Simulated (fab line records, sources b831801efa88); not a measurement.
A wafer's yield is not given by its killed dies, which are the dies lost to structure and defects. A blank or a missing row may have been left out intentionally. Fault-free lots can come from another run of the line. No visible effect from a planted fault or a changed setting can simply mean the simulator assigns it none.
Matching of chambers || flow sky130 || SKY_LI_CONTACT_ETCH_15 on rie diel-02 has 4 sister chambers
The step etches PSG in C4F8/O2/Ar, stops on Si, target depth 600 nm. 4 wafers are shown with their chamber, then 8 later ones without.

## WAFERS PAIRED WITH THEIR CHAMBERS
{"wafer": "L724.1", "chamber": 3, "oes product au (a.u.)": 0.831}
{"wafer": "L724.4", "chamber": 2, "oes product au (a.u.)": 0.836}
{"wafer": "L724.5", "chamber": 1, "oes product au (a.u.)": 0.838}
{"wafer": "L726.1", "chamber": 0, "oes product au (a.u.)": 0.834}

## WAFERS WITHOUT THEIR CHAMBER
{"wafer": "L726.4", "oes product au (a.u.)": 0.834}
{"wafer": "L726.6", "oes product au (a.u.)": 0.839}
{"wafer": "L728.1", "oes product au (a.u.)": 0.833}
{"wafer": "L728.3", "oes product au (a.u.)": 0.842}
{"wafer": "L728.6", "oes product au (a.u.)": 0.831}
{"wafer": "L729.1", "oes product au (a.u.)": 0.836}
{"wafer": "L729.2", "oes product au (a.u.)": 0.838}
{"wafer": "L729.3", "oes product au (a.u.)": 0.830}

## CHAMBER TAKEN BY EACH
{"wafer": "L726.4", "from the rows above": "can't be placed: 0 or 2 or 3", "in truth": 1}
{"wafer": "L726.6", "from the rows above": "can't be placed: 1 or 2", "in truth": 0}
{"wafer": "L728.1", "from the rows above": "can't be placed: 0 or 3 or 2", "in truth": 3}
{"wafer": "L728.3", "from the rows above": "can't be placed: 1 or 2", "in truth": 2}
{"wafer": "L728.6", "from the rows above": "can't be placed: 3 or 0", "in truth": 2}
{"wafer": "L729.1", "from the rows above": "can't be placed: 2 or 0 or 1", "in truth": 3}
{"wafer": "L729.2", "from the rows above": "can't be placed: 1 or 2", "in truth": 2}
{"wafer": "L729.3", "from the rows above": "can't be placed: 3 or 0", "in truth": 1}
Placed correctly: 0 of 8. Not placeable from these rows: 8 (in 3, the candidates include the true chamber). Number placed wrongly: 0.
How it was worked out, from the rows above alone: a wafer's distance from a chamber is the root of the sum, over the readings, of the square of ((its reading less the chamber's mean) divided by the reading's scatter). The wafer belongs to the nearest chamber; if the next one is less than 2 further off, it can't be placed. A chamber's mean is the mean of its shown wafers. The scatter (one wafer shown for each chamber): square how far every hidden wafer sits from the nearest shown wafer, average those squares and take the square root.
